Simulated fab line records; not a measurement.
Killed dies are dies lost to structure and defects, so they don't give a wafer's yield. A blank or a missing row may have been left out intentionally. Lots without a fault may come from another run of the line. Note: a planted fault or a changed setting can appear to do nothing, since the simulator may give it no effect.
Which tool was responsible?	flow sky130	14 lots with 42 wafers sampled at 4 steps, on a route of 708 steps

## WHAT EACH GAUGE READ, for each wafer
SKY_METAL2_RS_MEAS_05: uses a four-point probe to measure. Usual: METAL2_ALCU_RS gives 0.1266 ohm/sq (standard deviation 0.0013).
lot	measured	on	METAL2_ALCU_RS (ohm/sq)	flag
L209	day 34 04:52	film_metro-04	0.1263 0.1269 0.1268	
L212	day 35 07:58	film_metro-01	0.1290 0.1285 0.1285	
L213	day 35 07:49	film_metro-04	0.1254 0.1271 0.1266	
L214	day 36 01:07	film_metro-03	0.1267 0.1273 0.1251	
L215	day 36 07:27	film_metro-03	0.1277 0.1288 0.1277	
L216	day 36 14:27	film_metro-03	0.1241 0.1254 0.1245	
L218	day 37 02:38	film_metro-04	0.1265 0.1264 0.1274	
L219	day 37 08:17	film_metro-03	0.1246 0.1250 0.1240	
L220	day 37 19:50	film_metro-01	0.1288 0.1277 0.1268	
L221	day 37 22:51	film_metro-01	0.1257 0.1264 0.1264	
L222	day 38 05:56	film_metro-03	0.1270 0.1268 0.1270	
L226	day 40 01:34	film_metro-04	0.1254 0.1261 0.1260	
L229	day 40 05:45	film_metro-03	0.1283 0.1291 0.1291	
L230	day 40 11:47	film_metro-03	0.1280 0.1285 0.1269	

## WHICH TOOL RAN EACH LOT (tool, then ch and the chambers of the sampled wafers, then the start)
lot	SKY_NWELL_OXIDATION_01	SKY_VIA1_ETCH_15	SKY_METAL2_SPUTTER_00
L209	furnace-02 ch 0, day 2 14:17	rie_diel-01 ch 0,1,2, day 34 03:26	pvd_sputter-01, day 34 04:43
L212	furnace-01 ch 0, day 3 04:31	rie_diel-04 ch 1,2,3, day 35 06:30	pvd_sputter-04, day 35 07:49
L213	furnace-01 ch 0, day 3 06:05	rie_diel-03 ch 2,3, day 35 06:20	pvd_sputter-02, day 35 07:40
L214	furnace-01 ch 0, day 3 15:10	rie_diel-03 ch 0,1,2, day 35 23:42	pvd_sputter-02, day 36 00:58
L215	furnace-02 ch 0, day 3 19:58	rie_diel-01 ch 0,2,3, day 36 05:56	pvd_sputter-01, day 36 07:19
L216	furnace-01 ch 0, day 4 01:40	rie_diel-04 ch 1,2, day 36 13:02	pvd_sputter-02, day 36 14:19
L218	furnace-02 ch 0, day 4 09:38	rie_diel-03 ch 1,2, day 37 01:13	pvd_sputter-04, day 37 02:30
L219	furnace-01 ch 0, day 4 13:38	rie_diel-01 ch 0,1, day 37 06:51	pvd_sputter-01, day 37 08:07
L220	furnace-02 ch 0, day 4 20:29	rie_diel-03 ch 1,2,3, day 37 18:23	pvd_sputter-02, day 37 19:40
L221	furnace-02 ch 0, day 5 00:53	rie_diel-03 ch 0,2,3, day 37 21:26	pvd_sputter-01, day 37 22:43
L222	furnace-02 ch 0, day 5 05:13	rie_diel-01 ch 0,1,3, day 38 04:28	pvd_sputter-02, day 38 05:47
L226	furnace-01 ch 0, day 6 04:56	rie_diel-04 ch 0,1, day 39 19:53	pvd_sputter-02, day 40 01:26
L229	furnace-02 ch 0, day 6 18:52	rie_diel-03 ch 1,2, day 40 04:13	pvd_sputter-04, day 40 05:34
L230	furnace-02 ch 0, day 6 23:07	rie_diel-03 ch 0,2, day 40 10:18	pvd_sputter-01, day 40 11:39
- SKY_NWELL_OXIDATION_01: stabilise 600 s, purge 300 s, target thk 10 nm.
- SKY_VIA1_ETCH_15: etches SiO2 in C4F8/O2/Ar, stops on TiN, target depth 351 nm, time 54 s.
- SKY_METAL2_SPUTTER_00: material Ti, target thk 15 nm, time 10 s.

## AS READ BY THE TOOLS THEMSELVES (means over the sampled wafers that have a number; for cases with no such wafer, the mark the record gives instead)
SKY_NWELL_OXIDATION_01. Usual: spike_tc_centre_C 900.5 C, standard deviation 1.4; spike_tc_upper_C 899.5 C, standard deviation 0.96.
lot	tool	spike_tc_centre_C (C)	spike_tc_upper_C (C)	flag
L209	furnace-02	898.8	899.7	
L212	furnace-01	902.3	900.5	
L213	furnace-01	901.8	898.9	
L214	furnace-01	903.1	899.7	
L215	furnace-02	898.8	899.9	
L216	furnace-01	901.2	899.2	
L218	furnace-02	899.0	899.9	
L219	furnace-01	901.7	898.3	
L220	furnace-02	899.7	899.3	
L221	furnace-02	899.3	899.8	
L222	furnace-02	899.8	899.2	
L226	furnace-01	901.9	899.5	
L229	furnace-02	899.5	899.4	
L230	furnace-02	899.7	899.5	

SKY_VIA1_ETCH_15. Usual: oes_product_au reads 0.980 a.u. (standard deviation 0.005).
lot	tool	oes_product_au (a.u.)	flag
L209	rie_diel-01	0.978	
L212	rie_diel-04	0.974	
L213	rie_diel-03	0.983	
L214	rie_diel-03	0.973	
L215	rie_diel-01	0.982	
L216	rie_diel-04	0.982	
L218	rie_diel-03	0.982	
L219	rie_diel-01	0.975	
L220	rie_diel-03	0.982	
L221	rie_diel-03	0.981	
L222	rie_diel-01	0.982	
L226	rie_diel-04	0.980	
L229	rie_diel-03	0.986	
L230	rie_diel-03	0.982	

SKY_METAL2_SPUTTER_00. Usual: throttle_valve_pct reads 30.2 % (standard deviation 0.95).
lot	tool	throttle_valve_pct (%)	flag
L209	pvd_sputter-01	30.4	
L212	pvd_sputter-04	29.7	
L213	pvd_sputter-02	30.0	
L214	pvd_sputter-02	30.6	
L215	pvd_sputter-01	30.2	
L216	pvd_sputter-02	30.2	
L218	pvd_sputter-04	30.0	
L219	pvd_sputter-01	30.4	
L220	pvd_sputter-02	30.2	
L221	pvd_sputter-01	30.6	
L222	pvd_sputter-02	31.1	
L226	pvd_sputter-02	30.9	
L229	pvd_sputter-04	29.3	
L230	pvd_sputter-01	30.5	

## THE ANSWER, worked out from the rows above alone
Rule: take the mean of a lot's wafers that have a number; if it is more than 3 standard deviations from the usual mean, the lot is off. A lot without any number at a reading at which 4 lots or more have one is off too. Where the step has rows for the other lots, those lots are counted as sound. Order of review: gauges by route order, followed by the tools' own readings, for which a lot's mean as printed above is used. The first step at which some lot is off is used, and at that step the reading that is off furthest; a lot without a number counts as furthest.
Nothing can be told from this: no lot is off at any reading shown.

## WHAT HAD BEEN PUT IN BY THE SIMULATOR
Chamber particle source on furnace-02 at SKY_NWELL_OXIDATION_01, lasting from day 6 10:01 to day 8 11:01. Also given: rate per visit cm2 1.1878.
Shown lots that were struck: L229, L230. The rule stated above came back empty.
